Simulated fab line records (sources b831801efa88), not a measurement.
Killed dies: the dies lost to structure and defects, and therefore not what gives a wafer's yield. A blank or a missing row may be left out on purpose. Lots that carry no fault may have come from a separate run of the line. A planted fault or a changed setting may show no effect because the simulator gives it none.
Which tool was responsible? | flow sky130 | Sampling: 13 lots, 39 wafers, 2 of 708 route steps

== WHAT THE GAUGES READ, wafer by wafer ==
SKY_POLY_CUT_OVL_MEAS_09. Usual: for POLY_CUT_OVL the level is -2 nm and the standard deviation is 5.7.
lot  | measured     | on         | POLY_CUT_OVL (nm) | flag
L425 | day 23 17:44 | overlay-01 | 3 -4 -2           | 
L426 | day 24 10:23 | overlay-02 | 1 -15 -5          | 
L427 | day 24 23:48 | overlay-01 | 4 -3 4            | 
L428 | day 25 03:16 | overlay-01 | -10 2 0           | 
L432 | day 26 21:51 | overlay-01 | -12 -8 -4         | 
L441 | day 29 17:41 | overlay-01 | 0 -11 0           | 
L442 | day 30 04:34 | overlay-01 | -16 -10 -2        | 
L444 | day 30 15:50 | overlay-02 | 3 5 2             | 
L446 | day 31 06:01 | overlay-02 | 14 1 5            | 
L447 | day 31 13:54 | overlay-02 | -2 -7 -3          | 
L448 | day 31 23:02 | overlay-01 | -3 5 -5           | 

== WHAT TOOL EACH LOT RAN ON (gives the tool, then ch and the chambers of the sampled wafers, and finally the start) ==
lot  | SKY_SONOS_ONO_WET_ETCH_16
L425 | wetBench-04 ch 1, day 12 08:10
L426 | wetBench-01 ch 2, day 12 18:45
L427 | wetBench-03 ch 0, day 13 04:03
L428 | wetBench-01 ch 0, day 13 13:01
L432 | wetBench-04 ch 0, day 15 03:57
L436 | wetBench-01 ch 3, day 16 20:10
L437 | wetBench-03 ch 1, day 17 07:28
L441 | wetBench-01 ch 0, day 18 03:54
L442 | wetBench-01 ch 2, day 18 21:22
L444 | wetBench-04 ch 3, day 19 07:36
L446 | wetBench-01 ch 1, day 20 00:52
L447 | wetBench-04 ch 3, day 20 12:22
L448 | wetBench-01 ch 1, day 20 19:13
- SKY_SONOS_ONO_WET_ETCH_16: etches SiO2 in dHF, target depth 14 nm, time 280 s.

== WHAT THE TOOLS THEMSELVES READ (means of the sampled wafers that have a number; where no wafer has one, the mark that the record gives instead) ==
SKY_SONOS_ONO_WET_ETCH_16. Usual: bathHeatDutyPct 6.1 %, standard deviation 0.74; runLengthS 308 s, standard deviation 3.6.
lot  | tool        | bathHeatDutyPct (%) | runLengthS (s) | flag
L425 | wetBench-04 | 5.8                 | 313            | 
L426 | wetBench-01 | 5.8                 | 313            | 
L427 | wetBench-03 | 5.5                 | 304            | 
L428 | wetBench-01 | 6.0                 | 313            | 
L432 | wetBench-04 | 7.2                 | 315            | 
L436 | wetBench-01 | -                   | -              | OFF
L437 | wetBench-03 | -                   | -              | OFF
L441 | wetBench-01 | 6.9                 | 305            | 
L442 | wetBench-01 | 6.4                 | 306            | 
L444 | wetBench-04 | 5.9                 | 313            | 
L446 | wetBench-01 | 5.8                 | 305            | 
L447 | wetBench-04 | 6.3                 | 312            | 
L448 | wetBench-01 | 5.9                 | 313            | 

== THE ANSWER, worked out from the rows above alone ==
Rule: a lot counts as off when the mean over its wafers that have a number is more than 3 standard deviations away from the usual mean. Also off: a lot with no number at a reading for which 4 or more lots have one. All remaining lots with rows at the step are treated as sound. The gauges are gone through in route order, then the tools' own readings, and for those a lot's mean is taken as printed above. At the first step where some lot is off, the reading lying furthest off is the one used; lots without a number count as furthest.
Off: L436, L437, at SKY_SONOS_ONO_WET_ETCH_16 (bathHeatDutyPct). Without a number there: L436, L437.
If a tool, at that step or one of the process steps before it, ran each lot that is off and ran no sound lot following the first of them, it fits. Of those tried, none fits.

== WHAT HAD BEEN PUT IN BY THE SIMULATOR ==
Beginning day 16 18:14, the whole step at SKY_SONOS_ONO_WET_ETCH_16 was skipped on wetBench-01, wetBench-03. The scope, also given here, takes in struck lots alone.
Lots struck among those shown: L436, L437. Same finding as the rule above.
